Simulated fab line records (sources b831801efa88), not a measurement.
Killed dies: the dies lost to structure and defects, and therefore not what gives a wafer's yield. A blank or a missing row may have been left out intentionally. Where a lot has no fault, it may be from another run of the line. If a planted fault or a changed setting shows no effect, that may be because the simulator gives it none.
Which tool is to blame? | flow sky130 | 14 lots with 42 wafers sampled at 3 steps, on a route of 708 steps

## WHAT THE GAUGES SHOWED, per wafer
SKY_SD_P_CD_MEAS_07 targets a cd of 380 nm. Usual: cd-nm reads 380.1 nm (standard deviation 2.3).
lot  | measured     | on        | cd-nm (nm)        | flag
L234 | day 25 13:28 | cd-sem-01 | 384.1 381.5 381.3 |
L236 | day 26 00:56 | cd-sem-01 | 379.6 382.5 380.1 |
L237 | day 26 19:26 | cd-sem-02 | 379.7 378.9 376.9 |
L244 | day 29 13:14 | cd-sem-01 | 380.1 381.2 382.0 |
L246 | day 29 23:44 | cd-sem-02 | 379.1 379.0 380.4 |
L247 | day 30 05:56 | cd-sem-02 | 384.6 382.2 386.2 |
L248 | day 31 01:18 | cd-sem-02 | 377.6 377.7 379.6 |
L250 | day 31 04:19 | cd-sem-01 | 380.7 380.6 378.9 |
L249 | day 31 05:34 | cd-sem-02 | 381.1 380.9 380.5 |
L251 | day 31 08:17 | cd-sem-02 | 386.1 382.7 381.2 |
L253 | day 32 14:05 | cd-sem-01 | 378.6 377.5 379.5 |
L254 | day 32 19:31 | cd-sem-02 | 378.0 376.4 375.7 |
L255 | day 32 19:49 | cd-sem-01 | 379.9 378.6 378.0 |
L256 | day 32 23:45 | cd-sem-01 | 378.3 378.0 380.7 |

SKY_LI_CONTACT_THK_MEAS_01. Usual: for LI_CONTACT_HDPCVD_THK the level is 930 nm and the standard deviation is 10.
lot  | measured     | on            | LI_CONTACT_HDPCVD_THK (nm) | flag
L234 | day 28 00:42 | film-metro-04 | 936 925 904                |
L236 | day 28 11:40 | film-metro-04 | 933 936 927                |
L237 | day 29 05:57 | film-metro-04 | 930 935 920                |
L244 | day 31 13:08 | film-metro-03 | 926 918 914                |
L246 | day 32 09:09 | film-metro-04 | 947 947 943                |
L247 | day 32 13:24 | film-metro-04 | 931 940 936                |
L248 | day 33 07:16 | film-metro-04 | 927 917 925                |
L250 | day 33 11:25 | film-metro-01 | 929 930 924                |
L249 | day 33 11:40 | film-metro-04 | 939 947 939                |
L251 | day 33 14:49 | film-metro-01 | 923 920 926                |
L253 | day 34 20:57 | film-metro-01 | 938 919 936                |
L254 | day 35 01:06 | film-metro-04 | 933 946 941                |
L255 | day 35 02:20 | film-metro-04 | 922 930 918                |
L256 | day 35 06:37 | film-metro-03 | 939 942 944                |

## WHICH TOOL RAN EACH LOT (tool, then ch and the chambers of the sampled wafers, then the start)
lot  | SKY_RES_XHIGH_DEVELOP_06
L234 | litho-track-02 ch 0, day 26 18:16
L236 | litho-track-03 ch 0, day 27 05:41
L237 | litho-track-03 ch 0, day 28 00:16
L244 | litho-track-02 ch 0, day 30 11:03
L246 | litho-track-02 ch 0, day 31 05:00
L247 | litho-track-02 ch 0, day 31 08:43
L248 | litho-track-03 ch 0, day 32 03:50
L250 | litho-track-04 ch 0, day 32 07:34
L249 | litho-track-04 ch 0, day 32 07:55
L251 | litho-track-04 ch 0, day 32 11:11
L253 | litho-track-04 ch 0, day 33 16:46
L254 | litho-track-03 ch 0, day 33 20:55
L255 | litho-track-04 ch 0, day 33 22:10
L256 | litho-track-03 ch 0, day 34 02:23
- SKY_RES_XHIGH_DEVELOP_06: develop time 60 s.

## WHAT THE TOOLS THEMSELVES READ (means of the sampled wafers that have a number; where no wafer has one, the mark that the record gives instead)
SKY_RES_XHIGH_DEVELOP_06. Usual: developer-temp-C reads 23.00 C (standard deviation 0.1).
lot  | tool           | developer-temp-C (C) | flag
L234 | litho-track-02 | 23.10                |
L236 | litho-track-03 | 22.90                |
L237 | litho-track-03 | 22.92                |
L244 | litho-track-02 | 23.89                | OFF
L246 | litho-track-02 | 23.96                | OFF
L247 | litho-track-02 | 24.03                | OFF
L248 | litho-track-03 | 22.98                |
L250 | litho-track-04 | 23.05                |
L249 | litho-track-04 | 22.95                |
L251 | litho-track-04 | 22.93                |
L253 | litho-track-04 | 23.14                |
L254 | litho-track-03 | 22.95                |
L255 | litho-track-04 | 23.04                |
L256 | litho-track-03 | 22.98                |

## THE ANSWER, worked out from the rows above alone
Rule: take the mean of a lot's wafers that have a number; if it is more than 3 standard deviations from the usual mean, the lot is off. A lot without any number at a reading at which 4 lots or more have one is off too. All remaining lots with rows at the step are treated as sound. The gauges are gone through in route order, then the tools' own readings, and for those a lot's mean is taken as printed above. At the first step where some lot is off, the reading lying furthest off is the one used; lots without a number count as furthest.
Off at SKY_RES_XHIGH_DEVELOP_06 (developer-temp-C): L244, L246, L247.
A tool fits if, at that step or a process step before it, it ran every lot that is off, and no sound lot after the first of them. One fits: SKY_RES_XHIGH_DEVELOP_06 on litho-track-02. A fault onset in the window from L234 (day 26 18:16, its last sound lot) to L244 (day 30 11:03, its first lot off) fits.
The tool's own readings at SKY_RES_XHIGH_DEVELOP_06 bear it out: on the lots that are off they differ by more than 5 times the standard deviation of the sound lots' means. developer-temp-C reads 23.96 C there against 22.99 C on the sound lots.

## WHAT THE SIMULATOR HAD PUT IN
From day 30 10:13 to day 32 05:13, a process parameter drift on litho-track-02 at SKY_RES_XHIGH_DEVELOP_06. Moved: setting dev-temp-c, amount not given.
Shown lots that were struck: L244, L246, L247. The rule above found the same.
